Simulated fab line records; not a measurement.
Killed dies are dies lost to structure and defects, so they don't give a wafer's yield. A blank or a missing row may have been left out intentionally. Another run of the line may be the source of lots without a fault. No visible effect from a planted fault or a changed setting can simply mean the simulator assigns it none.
Problem report, 8D (eight disciplines) form, completed by code	flow gf180mcu	the parts of the form that need people (team, actions taken, sign-off) are left out

1. THE PROBLEM
Wafers without a fault read 1229 s, standard deviation 3.6; run_length_s at GF_MIM_STRIP_21 reads a mean of 1344 s on 9 wafers belonging to 3 lots. Relative to the usual mean, that is a shift of +32 standard deviations.
The step: strips in post etch residue remover, time 1200 s.
The first sign was on wafer L206.1 at day 29 09:59, on wet_bench-01. The record has a number at this step for 39 wafers belonging to 13 lots. Rule for "out" (also "out of limits"): further than 4 standard deviations from the usual mean. Any other wafer with a number is counted as sound.

2. WHAT IT IS, AND WHAT IT ISN'T
question	is	is not
which readings at this step	run_length_s	-
which lots	L206, L207, L208	L194, L195, L198, L199, L200, L201, L203, L204, L209, L217
which wafers of those lots	all that have a number	-
read on which tools	wet_bench-01	wet_bench-03, wet_bench-04
when	from day 29 09:59	up to then (24 sound wafers); but 6 sound wafers of L209, L217 came after

3. THE SUSPECTS, EACH WITH WHAT RULES IT OUT
Counting: a tool at any process step up to the reading remains a suspect when it ran all the lots that are out and ran no sound lot after the first of those.
- wet_bench-01 at GF_MIM_STRIP_21 (strips in post etch residue remover, time 1200 s): kept. Every lot that is out went through it, starting with L206 (day 29 09:59), and after that it ran no sound lot; the last sound lot it ran before then is L204 (day 28 17:44). On those wafers its own readings are out: run_length_s.
After counting, what remains is wet_bench-01 at GF_MIM_STRIP_21.

4. THE CAUSE (what the simulator had put in)
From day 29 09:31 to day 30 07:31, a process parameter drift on wet_bench-01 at GF_MIM_STRIP_21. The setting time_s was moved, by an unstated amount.
Only this tool survived the counting.

5. THE CHAIN OF EFFECTS, in route order
Rows list readings where the struck wafers' mean (over those with a number) sits beyond 3 standard deviations from the usual. Only readings for which the record gives a usual standard deviation are gone through. hours: the time from each lot's start at the first step in this table that gives one to its start at this step, as a median over the lots. sigmas: the change in usual standard deviations.
hours	step	reading	usual	on struck wafers	change	sigmas
0	GF_MIM_STRIP_21	run_length_s	1229 s	1344	+115	+32
Process steps it contains:
- GF_MIM_STRIP_21: strips in post etch residue remover, time 1200 s.

6. WHAT WOULD HAVE CAUGHT IT SOONER
First out-of-limits reading in this record: day 29 09:59, which is 0 hours after fault onset at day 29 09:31.
